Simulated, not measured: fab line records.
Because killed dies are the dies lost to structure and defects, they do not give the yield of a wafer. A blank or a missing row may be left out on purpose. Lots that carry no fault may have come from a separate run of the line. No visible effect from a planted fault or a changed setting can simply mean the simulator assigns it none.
Chamber matching || flow sky130 || 4 sister chambers for SKY_FIELD_ISO_ETCH_15 on rieDiel-04
The step etches the open film in CHF3/O2, stops on Si, target depth 180 nm, time 72 s. 14 wafers are shown with their chamber, then 7 later ones without.

== WAFERS PAIRED WITH THEIR CHAMBERS ==
{"wafer": "L971.2", "chamber": 2, "drypumpMotorCurrentA (A)": 5.5, "throttleValvePct (%)": 8.858, "oesProductAu (a.u.)": 0.936}
{"wafer": "L971.5", "chamber": 1, "drypumpMotorCurrentA (A)": 4.7, "throttleValvePct (%)": 8.853, "oesProductAu (a.u.)": 0.944}
{"wafer": "L971.6", "chamber": 2, "drypumpMotorCurrentA (A)": 5.5, "throttleValvePct (%)": 8.844, "oesProductAu (a.u.)": 0.946}
{"wafer": "L973.3", "chamber": 3, "drypumpMotorCurrentA (A)": 5.3, "throttleValvePct (%)": 8.844, "oesProductAu (a.u.)": 0.946}
{"wafer": "L973.4", "chamber": 2, "drypumpMotorCurrentA (A)": 5.5, "throttleValvePct (%)": 8.851, "oesProductAu (a.u.)": 0.958}
{"wafer": "L973.5", "chamber": 2, "drypumpMotorCurrentA (A)": 5.5, "throttleValvePct (%)": 8.865, "oesProductAu (a.u.)": 0.960}
{"wafer": "L976.1", "chamber": 2, "drypumpMotorCurrentA (A)": 5.5, "throttleValvePct (%)": 8.833, "oesProductAu (a.u.)": 0.942}
{"wafer": "L976.3", "chamber": 3, "drypumpMotorCurrentA (A)": 5.2, "throttleValvePct (%)": 8.836, "oesProductAu (a.u.)": 0.936}
{"wafer": "L976.5", "chamber": 2, "drypumpMotorCurrentA (A)": 5.5, "throttleValvePct (%)": 8.847, "oesProductAu (a.u.)": 0.940}
{"wafer": "L980.3", "chamber": 0, "drypumpMotorCurrentA (A)": 6.3, "throttleValvePct (%)": 8.831, "oesProductAu (a.u.)": 0.940}
{"wafer": "L980.5", "chamber": 3, "drypumpMotorCurrentA (A)": 5.3, "throttleValvePct (%)": 8.844, "oesProductAu (a.u.)": 0.937}
{"wafer": "L980.6", "chamber": 0, "drypumpMotorCurrentA (A)": 6.2, "throttleValvePct (%)": 8.841, "oesProductAu (a.u.)": 0.942}
{"wafer": "L981.1", "chamber": 2, "drypumpMotorCurrentA (A)": 5.5, "throttleValvePct (%)": 8.843, "oesProductAu (a.u.)": 0.935}
{"wafer": "L981.5", "chamber": 1, "drypumpMotorCurrentA (A)": 4.7, "throttleValvePct (%)": 8.848, "oesProductAu (a.u.)": 0.940}

SIGNATURES (averages over the wafers above)
{"reading": "drypumpMotorCurrentA", "chamber 0": 6.250, "chamber 1": 4.700, "chamber 2": 5.500, "chamber 3": 5.267, "scatter within a chamber": 0.0342}
{"reading": "throttleValvePct", "chamber 0": 8.83600, "chamber 1": 8.85050, "chamber 2": 8.84871, "chamber 3": 8.84133, "scatter within a chamber": 0.00876}
{"reading": "oesProductAu", "chamber 0": 0.94100, "chamber 1": 0.94200, "chamber 2": 0.94529, "chamber 3": 0.93967, "scatter within a chamber": 0.00825}
Rule: a wafer's distance from a chamber is the root of the sum, over the readings, of the square of ((its reading less the chamber's mean) divided by the reading's scatter). If the next closest chamber is less than 2 further off than the closest, the wafer can't be placed; otherwise it belongs to the closest. How the scatter is found: for the shown wafers, subtract from each reading the mean of its chamber, square and add these, divide the total by (wafers less chambers), then take the root.

== WAFERS WHOSE CHAMBER IS MISSING ==
{"wafer": "L981.6", "drypumpMotorCurrentA (A)": 5.5, "throttleValvePct (%)": 8.858, "oesProductAu (a.u.)": 0.939}
{"wafer": "L983.1", "drypumpMotorCurrentA (A)": 4.8, "throttleValvePct (%)": 8.839, "oesProductAu (a.u.)": 0.942}
{"wafer": "L983.6", "drypumpMotorCurrentA (A)": 6.3, "throttleValvePct (%)": 8.854, "oesProductAu (a.u.)": 0.944}
{"wafer": "L984.1", "drypumpMotorCurrentA (A)": 4.8, "throttleValvePct (%)": 8.861, "oesProductAu (a.u.)": 0.945}
{"wafer": "L984.2", "drypumpMotorCurrentA (A)": 6.3, "throttleValvePct (%)": 8.836, "oesProductAu (a.u.)": 0.935}
{"wafer": "L985.1", "drypumpMotorCurrentA (A)": 5.5, "throttleValvePct (%)": 8.870, "oesProductAu (a.u.)": 0.949}
{"wafer": "L985.5", "drypumpMotorCurrentA (A)": 4.7, "throttleValvePct (%)": 8.856, "oesProductAu (a.u.)": 0.942}

== THE CHAMBER EACH PASSED THROUGH ==
{"wafer": "L981.6", "from the rows above": 2, "in truth": 2}
{"wafer": "L983.1", "from the rows above": 1, "in truth": 1}
{"wafer": "L983.6", "from the rows above": 0, "in truth": 0}
{"wafer": "L984.1", "from the rows above": 1, "in truth": 1}
{"wafer": "L984.2", "from the rows above": 0, "in truth": 0}
{"wafer": "L985.1", "from the rows above": 2, "in truth": 2}
{"wafer": "L985.5", "from the rows above": 1, "in truth": 1}
Correctly placed: 7 of 7. Can't be placed from these rows: 0. Placed wrongly: 0.
